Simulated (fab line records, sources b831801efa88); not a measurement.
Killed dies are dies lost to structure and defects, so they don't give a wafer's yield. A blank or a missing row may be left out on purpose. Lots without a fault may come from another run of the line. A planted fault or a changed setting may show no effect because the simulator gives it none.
Which tool did it? | flow gf180mcu | 13 lots, 39 wafers sampled, at 4 steps of a route of 602

WHAT THE GAUGES READ, wafer by wafer
GF_V1_THK_MEAS_25: measures by xrf. Usual: V1_W_THK 367 nm, standard deviation 5.5.
lot  | measured     | on            | V1_W_THK (nm) | flag
L837 | day 18 02:35 | film_metro-03 | 368 372 361   |
L840 | day 19 14:22 | film_metro-04 | 372 367 370   |
L839 | day 19 18:31 | film_metro-02 | 372 367 369   |
L841 | day 20 01:31 | film_metro-04 | 366 363 364   |
L843 | day 20 13:59 | film_metro-04 | 366 370 367   |
L844 | day 21 04:29 | film_metro-02 | 364 365 362   |
L847 | day 22 03:17 | film_metro-02 | 382 370 373   |
L848 | day 22 12:59 | film_metro-03 | 363 364 360   |
L849 | day 22 15:46 | film_metro-02 | 371 372 371   |
L851 | day 23 07:55 | film_metro-03 | 360 362 356   |
L852 | day 23 17:44 | film_metro-02 | 369 366 366   |
L853 | day 23 23:43 | film_metro-03 | 354 358 354   |
L860 | day 26 02:04 | film_metro-04 | 365 365 369   |

GF_M2_RS_MEAS_05: measures by four-point-probe. Usual: M2_ALCU_RS 0.0691 ohm/sq, standard deviation 0.00073.
lot  | measured     | on            | M2_ALCU_RS (ohm/sq)  | flag
L837 | day 18 03:11 | film_metro-04 | 0.0685 0.0699 0.0692 |
L840 | day 19 14:58 | film_metro-04 | 0.0691 0.0694 0.0691 |
L839 | day 19 19:07 | film_metro-01 | 0.0692 0.0692 0.0686 |
L841 | day 20 02:06 | film_metro-04 | 0.0680 0.0686 0.0693 |
L843 | day 20 14:34 | film_metro-04 | 0.0696 0.0691 0.0690 |
L844 | day 21 05:04 | film_metro-04 | 0.0695 0.0704 0.0692 |
L847 | day 22 03:52 | film_metro-01 | 0.0683 0.0693 0.0684 |
L848 | day 22 13:34 | film_metro-04 | 0.0688 0.0690 0.0682 |
L849 | day 22 16:20 | film_metro-04 | 0.0692 0.0686 0.0688 |
L851 | day 23 08:30 | film_metro-01 | 0.0695 0.0704 0.0698 |
L852 | day 23 18:19 | film_metro-01 | 0.0685 0.0685 0.0687 |
L853 | day 24 00:18 | film_metro-04 | 0.0677 0.0684 0.0682 |
L860 | day 26 02:41 | film_metro-03 | 0.0691 0.0703 0.0697 |

WHICH TOOL RAN EACH LOT (tool, then ch and the chambers of the sampled wafers, then the start)
lot  | GF_V1_SPUTTER_22             | GF_M2_SPUTTER_00
L837 | pvd_sputter-03, day 18 02:18 | pvd_sputter-02, day 18 02:56
L840 | pvd_sputter-03, day 19 14:04 | pvd_sputter-01, day 19 14:41
L839 | pvd_sputter-03, day 19 18:07 | pvd_sputter-01, day 19 18:52
L841 | pvd_sputter-01, day 20 01:08 | pvd_sputter-03, day 20 01:53
L843 | pvd_sputter-04, day 20 13:43 | pvd_sputter-01, day 20 14:21
L844 | pvd_sputter-04, day 21 04:13 | pvd_sputter-01, day 21 04:51
L847 | pvd_sputter-01, day 22 03:01 | pvd_sputter-02, day 22 03:39
L848 | pvd_sputter-03, day 22 12:43 | pvd_sputter-02, day 22 13:21
L849 | pvd_sputter-04, day 22 15:29 | pvd_sputter-03, day 22 16:07
L851 | pvd_sputter-03, day 23 07:39 | pvd_sputter-01, day 23 08:17
L852 | pvd_sputter-04, day 23 17:28 | pvd_sputter-02, day 23 18:06
L853 | pvd_sputter-04, day 23 23:27 | pvd_sputter-02, day 24 00:05
L860 | pvd_sputter-01, day 26 01:47 | pvd_sputter-01, day 26 02:26
- GF_V1_SPUTTER_22: material TiN, target thk 10 nm, time 40 s.
- GF_M2_SPUTTER_00: material Ti, target thk 37.5 nm, time 150 s.

WHAT THE TOOLS THEMSELVES READ (means of the sampled wafers that have a number; where no wafer has one, the mark that the record gives instead)
GF_V1_SPUTTER_22. Usual: cathode_dc_power_W 4000.0 W, standard deviation 0.7; chamber_pressure_pa 4.999 Pa, standard deviation 0.01; throttle_valve_pct 30.1 %, standard deviation 1.1.
lot  | tool           | cathode_dc_power_W (W) | chamber_pressure_pa (Pa) | throttle_valve_pct (%) | flag
L837 | pvd_sputter-03 | 3999.3                 | 4.992                    | 30.6                   |
L840 | pvd_sputter-03 | 3999.9                 | 4.994                    | 29.3                   |
L839 | pvd_sputter-03 | 3999.4                 | 4.991                    | 30.0                   |
L841 | pvd_sputter-01 | 4000.1                 | 5.010                    | 30.4                   |
L843 | pvd_sputter-04 | 4000.5                 | 5.003                    | 29.3                   |
L844 | pvd_sputter-04 | 4000.1                 | 4.999                    | 31.0                   |
L847 | pvd_sputter-01 | 3999.6                 | 4.987                    | 29.7                   |
L848 | pvd_sputter-03 | 4000.6                 | 4.990                    | 29.4                   |
L849 | pvd_sputter-04 | 4000.1                 | 4.997                    | 30.7                   |
L851 | pvd_sputter-03 | 4000.2                 | 4.994                    | 29.4                   |
L852 | pvd_sputter-04 | 4000.5                 | 5.011                    | 29.8                   |
L853 | pvd_sputter-04 | 4000.0                 | 5.007                    | 30.7                   |
L860 | pvd_sputter-01 | 3999.7                 | 4.994                    | 29.5                   |

GF_M2_SPUTTER_00. Usual: cathode_dc_power_W 4000.1 W, standard deviation 0.71; chamber_pressure_pa 2.001 Pa, standard deviation 0.004; throttle_valve_pct 30.2 %, standard deviation 1.1.
lot  | tool           | cathode_dc_power_W (W) | chamber_pressure_pa (Pa) | throttle_valve_pct (%) | flag
L837 | pvd_sputter-02 | 4000.3                 | 1.998                    | 30.0                   |
L840 | pvd_sputter-01 | 4000.2                 | 1.995                    | 30.0                   |
L839 | pvd_sputter-01 | 3999.9                 | 1.999                    | 30.6                   |
L841 | pvd_sputter-03 | 4000.6                 | 2.002                    | 29.0                   |
L843 | pvd_sputter-01 | 4000.1                 | 2.002                    | 30.0                   |
L844 | pvd_sputter-01 | 4000.3                 | 1.998                    | 29.9                   |
L847 | pvd_sputter-02 | 4000.2                 | 2.001                    | 29.9                   |
L848 | pvd_sputter-02 | 4000.0                 | 2.003                    | 30.2                   |
L849 | pvd_sputter-03 | 3999.5                 | 1.999                    | 30.2                   |
L851 | pvd_sputter-01 | 3999.8                 | 2.001                    | 30.4                   |
L852 | pvd_sputter-02 | 3999.4                 | 1.422                    | 34.5                   | OFF
L853 | pvd_sputter-02 | 4000.6                 | 1.427                    | 34.6                   | OFF
L860 | pvd_sputter-01 | 3999.7                 | 2.005                    | 30.6                   |

THE ANSWER, worked out from the rows above alone
Rule: a lot is off if the mean of its wafers that have a number lies more than 3 standard deviations from the usual mean. A lot without any number at a reading at which 4 lots or more have one is off too. The other lots that the step has rows for count as sound. The gauges are gone through in route order, then the tools' own readings, and for those a lot's mean is taken as printed above. The first step at which some lot is off is used, and at that step the reading that is off furthest; a lot without a number counts as furthest.
Off: L852, L853, at GF_M2_SPUTTER_00 (chamber_pressure_pa).
A tool fits if, at that step or a process step before it, it ran every lot that is off, and no sound lot after the first of them. Can't be told from this: 2 tools fit, pvd_sputter-04 at GF_V1_SPUTTER_22, pvd_sputter-02 at GF_M2_SPUTTER_00.

WHAT THE SIMULATOR HAD PUT IN
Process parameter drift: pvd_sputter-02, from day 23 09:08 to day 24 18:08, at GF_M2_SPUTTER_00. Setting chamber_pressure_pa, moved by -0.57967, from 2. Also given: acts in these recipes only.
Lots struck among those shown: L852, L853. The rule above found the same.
